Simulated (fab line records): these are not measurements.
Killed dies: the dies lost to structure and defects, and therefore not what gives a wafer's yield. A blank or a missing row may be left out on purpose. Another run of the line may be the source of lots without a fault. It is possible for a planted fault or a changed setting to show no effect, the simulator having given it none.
Matching of chambers ; flow sky130 ; SKY_LI_CONTACT_CMP_02 on cmp-01: 4 sister chambers
The step polishes PSG. 8 wafers are shown with their chamber, then 8 later ones without.

== WAFERS WITH THEIR CHAMBER ==
wafer;chamber;motorCurrentA (A);timeToEndpointS (s)
L386.1;3;11.0;35.5
L389.2;0;12.7;33.6
L398.1;3;11.4;32.0
L398.5;2;13.4;30.6
L402.3;1;11.0;34.2
L402.4;0;13.2;32.0
L402.5;2;13.1;34.8
L401.1;1;11.0;33.4

== WAFERS WITHOUT THEIR CHAMBER ==
wafer;motorCurrentA (A);timeToEndpointS (s)
L401.3;14.0;34.2
L401.5;11.0;34.1
L400.1;13.3;30.8
L400.5;11.9;32.5
L400.6;13.8;30.4
L403.2;12.7;28.8
L403.3;11.2;31.5
L403.4;10.6;28.9

== WHICH CHAMBER EACH ONE RAN IN ==
wafer;from the rows above;in truth
L401.3;can't be placed: 2 or 0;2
L401.5;can't be placed: 1 or 3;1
L400.1;can't be placed: 2 or 0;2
L400.5;can't be placed: 3 or 1 or 0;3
L400.6;can't be placed: 2 or 0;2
L403.2;can't be placed: 0 or 2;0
L403.3;can't be placed: 3 or 1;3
L403.4;can't be placed: 1 or 3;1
0 of 8 placed correctly. These rows do not allow placing 8 (true chamber among the candidates in 8). 0 placed wrongly.
How it was worked out, from the rows above alone: a wafer's distance from a chamber is the root of the sum, over the readings, of the square of ((its reading less the chamber's mean) divided by the reading's scatter). The wafer belongs to the nearest chamber; if the next one is less than 2 further off, it can't be placed. Each chamber's mean is taken over the wafers shown for it. How the scatter is found: for the shown wafers, subtract from each reading the mean of its chamber, square and add these, divide the total by (wafers less chambers), then take the root.
